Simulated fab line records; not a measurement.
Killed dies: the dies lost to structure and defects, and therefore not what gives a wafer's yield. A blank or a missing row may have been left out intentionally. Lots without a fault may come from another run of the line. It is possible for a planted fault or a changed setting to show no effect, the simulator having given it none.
Which tool did it? :: flow gf180mcu :: 13 lots, 39 wafers sampled, at 3 steps of a route of 602

## WHAT THE GAUGES READ, wafer by wafer
GF_STI_CD_MEAS_12: target cd 220 nm. Usual: 219.9 nm for cd nm, sd 1.3.
lot: L817
measured: day 2 01:37
on: cd sem-02
cd nm (nm): 220.0 219.5 219.8
flag: 

lot: L818
measured: day 2 09:27
on: cd sem-02
cd nm (nm): 218.7 218.6 219.6
flag: 

lot: L820
measured: day 2 17:09
on: cd sem-02
cd nm (nm): 221.1 221.3 220.7
flag: 

lot: L822
measured: day 3 02:07
on: cd sem-02
cd nm (nm): 218.5 219.2 220.7
flag: 

lot: L825
measured: day 3 19:10
on: cd sem-02
cd nm (nm): 220.2 220.2 220.1
flag: 

lot: L826
measured: day 4 00:39
on: cd sem-02
cd nm (nm): 221.9 220.6 222.2
flag: 

lot: L827
measured: day 4 08:58
on: cd sem-01
cd nm (nm): 220.1 220.6 222.0
flag: 

lot: L828
measured: day 4 14:10
on: cd sem-01
cd nm (nm): 221.2 221.9 220.3
flag: 

lot: L833
measured: day 5 11:40
on: cd sem-02
cd nm (nm): 175.6 176.7 175.9
flag: OFF

lot: L837
measured: day 6 09:23
on: cd sem-01
cd nm (nm): 221.4 220.6 220.7
flag: 

lot: L838
measured: day 6 13:31
on: cd sem-02
cd nm (nm): 221.5 221.4 221.3
flag: 

lot: L839
measured: day 6 18:23
on: cd sem-01
cd nm (nm): 219.3 219.6 218.9
flag: 

lot: L840
measured: day 6 23:17
on: cd sem-02
cd nm (nm): 217.9 218.8 218.7
flag: 

GF_V1_BOW_MEAS_05. Usual: V1_BOW 82 um, standard deviation 7.3.
lot: L817
measured: day 16 20:28
on: film metro-01
V1_BOW (um): 77 71 86
flag: 

lot: L818
measured: day 17 11:13
on: film metro-03
V1_BOW (um): 85 87 91
flag: 

lot: L820
measured: day 17 21:14
on: film metro-03
V1_BOW (um): 71 90 80
flag: 

lot: L822
measured: day 18 20:19
on: film metro-04
V1_BOW (um): 82 73 76
flag: 

lot: L825
measured: day 20 04:11
on: film metro-04
V1_BOW (um): 84 87 99
flag: 

lot: L826
measured: day 20 10:29
on: film metro-01
V1_BOW (um): 81 92 83
flag: 

lot: L827
measured: day 21 05:11
on: film metro-04
V1_BOW (um): 77 83 78
flag: 

lot: L828
measured: day 21 07:19
on: film metro-01
V1_BOW (um): 69 79 67
flag: 

lot: L837
measured: day 24 12:10
on: film metro-04
V1_BOW (um): 89 77 88
flag: 

lot: L838
measured: day 24 19:17
on: film metro-03
V1_BOW (um): 86 83 83
flag: 

lot: L839
measured: day 25 02:50
on: film metro-04
V1_BOW (um): 68 78 76
flag: 

lot: L840
measured: day 25 06:32
on: film metro-03
V1_BOW (um): 90 86 95
flag: 

## WHICH TOOL RAN EACH LOT (tool, then ch and the chambers of the sampled wafers, then the start)
lot: L817
GF_STI_EXPOSE_09: krf scanner-02 ch 0, day 1 19:40

lot: L818
GF_STI_EXPOSE_09: krf scanner-01 ch 0, day 2 03:37

lot: L820
GF_STI_EXPOSE_09: krf scanner-02 ch 0, day 2 11:16

lot: L822
GF_STI_EXPOSE_09: krf scanner-01 ch 0, day 2 20:01

lot: L825
GF_STI_EXPOSE_09: krf scanner-02 ch 0, day 3 12:34

lot: L826
GF_STI_EXPOSE_09: krf scanner-02 ch 0, day 3 19:31

lot: L827
GF_STI_EXPOSE_09: krf scanner-02 ch 0, day 4 02:09

lot: L828
GF_STI_EXPOSE_09: krf scanner-01 ch 0, day 4 07:59

lot: L833
GF_STI_EXPOSE_09: krf scanner-01 ch 0, day 5 04:29

lot: L837
GF_STI_EXPOSE_09: krf scanner-01 ch 0, day 6 02:17

lot: L838
GF_STI_EXPOSE_09: krf scanner-02 ch 0, day 6 07:17

lot: L839
GF_STI_EXPOSE_09: krf scanner-01 ch 0, day 6 10:47

lot: L840
GF_STI_EXPOSE_09: krf scanner-01 ch 0, day 6 15:14
- GF_STI_EXPOSE_09: exposes mask COMP, target cd 220 nm.

## AS READ BY THE TOOLS THEMSELVES (means over the sampled wafers that have a number; for cases with no such wafer, the mark the record gives instead)
The record holds no such reading with a usual standard deviation.

## THE ANSWER, worked out from the rows above alone
Rule: lot off if the mean of its wafers having a number is beyond 3 standard deviations from the usual mean. A lot without any number at a reading at which 4 lots or more have one is off too. The other lots that the step has rows for count as sound. Order of review: gauges by route order, followed by the tools' own readings, for which a lot's mean as printed above is used. At the first step where some lot is off, the reading lying furthest off is the one used; lots without a number count as furthest.
Off: L833, at GF_STI_CD_MEAS_12 (cd nm).
A tool fits if, at a process step before that reading, it ran every lot that is off, and no sound lot after the first of them. Those tools and the gauges at GF_STI_CD_MEAS_12 are tried in the same way. None of those tried fits.

## WHAT WAS PUT IN BY THE SIMULATOR
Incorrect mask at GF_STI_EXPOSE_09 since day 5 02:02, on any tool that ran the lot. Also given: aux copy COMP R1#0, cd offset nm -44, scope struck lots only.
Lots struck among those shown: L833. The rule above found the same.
